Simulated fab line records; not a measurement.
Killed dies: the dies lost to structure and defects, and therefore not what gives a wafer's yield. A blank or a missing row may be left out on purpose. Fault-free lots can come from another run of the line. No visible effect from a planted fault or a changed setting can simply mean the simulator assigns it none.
8D (eight disciplines) problem report, filled in by code -- flow sky130 -- the parts of the form that need people (team, actions taken, sign-off) are left out

== 1. PROBLEM STATEMENT ==
VT_ADJUST_LVTN_TW at SKY_VT_ADJUST_LVTN_TW_MEAS_10 reads a mean of 262.7 on 6 wafers of 2 lots; wafers without a fault read 244.0 with a standard deviation of 1.7. Relative to the usual mean, that is a shift of +11 standard deviations.
Seen first at day 8 17:22 on film metro-02, wafer L911.1. At this step, 36 wafers from 12 lots have a number in the record. Rule for "out" (also "out of limits"): further than 4 standard deviations from the usual mean. The other wafers with a number count as sound.

== 2. WHAT IT IS, WHAT IT ISN'T ==
question,is,is not
which readings at this step,VT_ADJUST_LVTN_TW,-
which lots,"L911, L916","L904, L906, L908, L910, L913, L917, L923, L924, L925, L927"
which wafers of those lots,all that have a number,-
read on which gauges,"film metro-02, film metro-03",film metro-01
when,from day 8 17:22,"up to then (12 sound wafers); but 18 sound wafers of L913, L917, L923, L924, L925, L927 came after"

== 3. SUSPECTS, AND WHAT RULES EACH OUT ==
Counting: a tool at any process step up to the reading remains a suspect when it ran all the lots that are out and ran no sound lot after the first of those.
- the gauge at SKY_VT_ADJUST_LVTN_TW_MEAS_10 has been ruled out. The wafers that are out were read on 2 gauges (film metro-02, film metro-03).
- implanter-01 at SKY_VT_ADJUST_LVTN_IMPLANT_08: ruled out as a lasting fault. After its first lot that is out, L911 (day 8 17:07), sound lots L925 ran on it.
Left after counting: nothing in the record.

== 4. THE CAUSE (what the simulator had put in) ==
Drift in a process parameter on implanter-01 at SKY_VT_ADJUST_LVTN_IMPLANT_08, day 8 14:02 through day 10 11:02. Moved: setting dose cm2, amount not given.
It was ruled out by counting, in error; the rule expects a fault to strike all lots run on its tool from its start on, and this fault did not.

== 5. THE CHAIN OF EFFECTS, in route order ==
Each row: a reading where the mean over the struck wafers with a number is more than 3 standard deviations away from the usual. Only readings whose record carries a usual standard deviation are examined. hours: median over the lots of the time between each lot's start at the first step of this table that gives one and its start at this step. sigmas: the change, counted in usual standard deviations.
hours,step,reading,usual,on struck wafers,change,sigmas
0,SKY_VT_ADJUST_LVTN_IMPLANT_08,dose ions cm2,1.5699e+12,2.0298e+12,+4.5993e+11,+99 or more
0,SKY_VT_ADJUST_LVTN_IMPLANT_08,faraday current uA,8.84,11.42,+2.58,+14
0,SKY_VT_ADJUST_LVTN_TW_MEAS_10,VT_ADJUST_LVTN_TW,244.0,262.7,+18.7,+11
Its process steps:
- SKY_VT_ADJUST_LVTN_IMPLANT_08
Later steps that measure or inspect, where all struck wafers having a row at the step show a number for every such reading and not one has moved that far: SKY_VT_ADJUST_NCORE_TW_MEAS_11, SKY_SD_N_OVL_MEAS_08.

== 6. WHAT WOULD HAVE CAUGHT IT SOONER ==
The first out-of-limits reading at a measuring or inspecting step in this record came at day 8 17:22, 3 hours after the fault's start at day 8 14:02.
The tool's own readings at SKY_VT_ADJUST_LVTN_IMPLANT_08 were out on every struck wafer that the step has a row for (dose ions cm2, faraday current uA): an alarm limit on them would have fired on the first of those.
